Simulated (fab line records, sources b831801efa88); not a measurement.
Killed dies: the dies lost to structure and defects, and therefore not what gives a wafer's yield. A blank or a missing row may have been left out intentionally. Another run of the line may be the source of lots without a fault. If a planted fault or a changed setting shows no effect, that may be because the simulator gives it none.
The same fault as seen by 2 desks | flow gf180mcu | every desk sees just its own numbers, and what lay behind them comes last

## AT THE METROLOGY DESK
Means of the sampled wafers that have a number, per lot and without regard to the tool the lot ran on: this is what the gauges read. Marked OUT: a lot whose mean sits more than 4 standard deviations from the usual mean, which makes it out of limits; the brackets give that distance.
Columns: A = INCOMING_BOW at GF_STI_BOW_MEAS_00, usual 1 um; B = MVPSD_TW at GF_MVPSD_TW_MEAS_11, usual 558; C = VT_IMPLANT_4_TW at GF_VT_IMPLANT_TW_MEAS_43, usual 698; D = MVPSD_RS at GF_VT_IMPLANT_RS_MEAS_49, usual 1170 ohm/sq; E = HV_LDD_01_OVL at GF_HV_LDD_OVL_MEAS_20, usual 0.6 nm
lot  | first seen here | A  | B             | C   | D                     | E
L476 | day 1 10:00     | -6 | 556           | 700 | 1173                  | -1.6
L477 | day 1 15:00     | -1 | 559           | 703 | 1167                  | 0.4
L482 | day 2 16:01     | 8  | 562           | 699 | 1169                  | 0.6
L483 | day 2 21:01     | -1 | 557           | 701 | 1175                  | 0.7
L484 | day 3 02:02     | 10 | 555           | 702 | 1170                  | 1.9
L485 | day 3 07:02     | -5 | 556           | 707 | 1175                  | 0.3
L488 | day 3 22:00     | 4  | 555           | 702 | 1170                  | 0.8
L489 | day 4 03:01     | -0 | 557           | 692 | 1163                  | 1.9
L490 | day 4 08:01     | -2 | 555           | 697 | 1171                  | 1.6
L491 | day 4 13:00     | 4  | 560           | 696 | 1168                  | -1.7
L492 | day 4 18:00     | -3 | 700 (+42) OUT | 695 | 695 (-99 or more) OUT | 1.0
L493 | day 4 23:00     | 3  | 698 (+41) OUT | 698 | 695 (-99 or more) OUT | -1.2
L495 | day 5 09:00     | -3 | 562           | 712 | 1173                  | 0.4
This desk's result: L492, L493 out of limits, first on L492 (MVPSD_TW at GF_MVPSD_TW_MEAS_11), day 8 21:51. In limits: L476, L477, L482, L483, L484, L485, L488, L489, L490, L491, L495.

## FOR THE TOOL OWNER'S DESK: implanter-04
The tool's own readings at GF_MVPSD_IMPLANT_09: means of the sampled wafers that have a number, for each lot that ran on this tool. Marked OUT: a lot whose mean sits more than 4 standard deviations from the usual mean, which makes it out of limits; the brackets give that distance.
Columns: A = dose_ions_cm2 at GF_MVPSD_IMPLANT_09, usual 5e+12; B = faraday_current_uA at GF_MVPSD_IMPLANT_09, usual 28.2
lot  | first seen here | A                       | B
L477 | day 5 08:58     | 5e+12                   | 27.8
L482 | day 6 12:29     | 5e+12                   | 27.8
L488 | day 8 01:46     | 5e+12                   | 28.1
L490 | day 8 12:10     | 5e+12                   | 28.2
L492 | day 8 21:36     | 3e+13 (+99 or more) OUT | 200.6 (+99 or more) OUT
L493 | day 9 04:09     | 3e+13 (+99 or more) OUT | 194.0 (+99 or more) OUT
Finding of this desk: L492, L493 out of limits; the first was L492 at day 8 21:36, on dose_ions_cm2 at GF_MVPSD_IMPLANT_09. In limits: L477, L482, L488, L490.

## BROUGHT TOGETHER
On L492, L493, at day 8 21:36, an alarm was possible from the tool owner's desk.
L492, L493 would have let the metrology desk raise an alarm at day 8 21:51.
Of the lots named, all ran GF_MVPSD_IMPLANT_09 on implanter-04.

## WHAT THE SIMULATOR PUT IN
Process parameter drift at GF_MVPSD_IMPLANT_09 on implanter-04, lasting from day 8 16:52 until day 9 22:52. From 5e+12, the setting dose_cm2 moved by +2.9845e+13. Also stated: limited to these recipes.
Lots struck among those shown: L492, L493.
Hours from the fault's start to each desk's first reading out of limits: the tool owner's desk, 5; the metrology desk, 5.
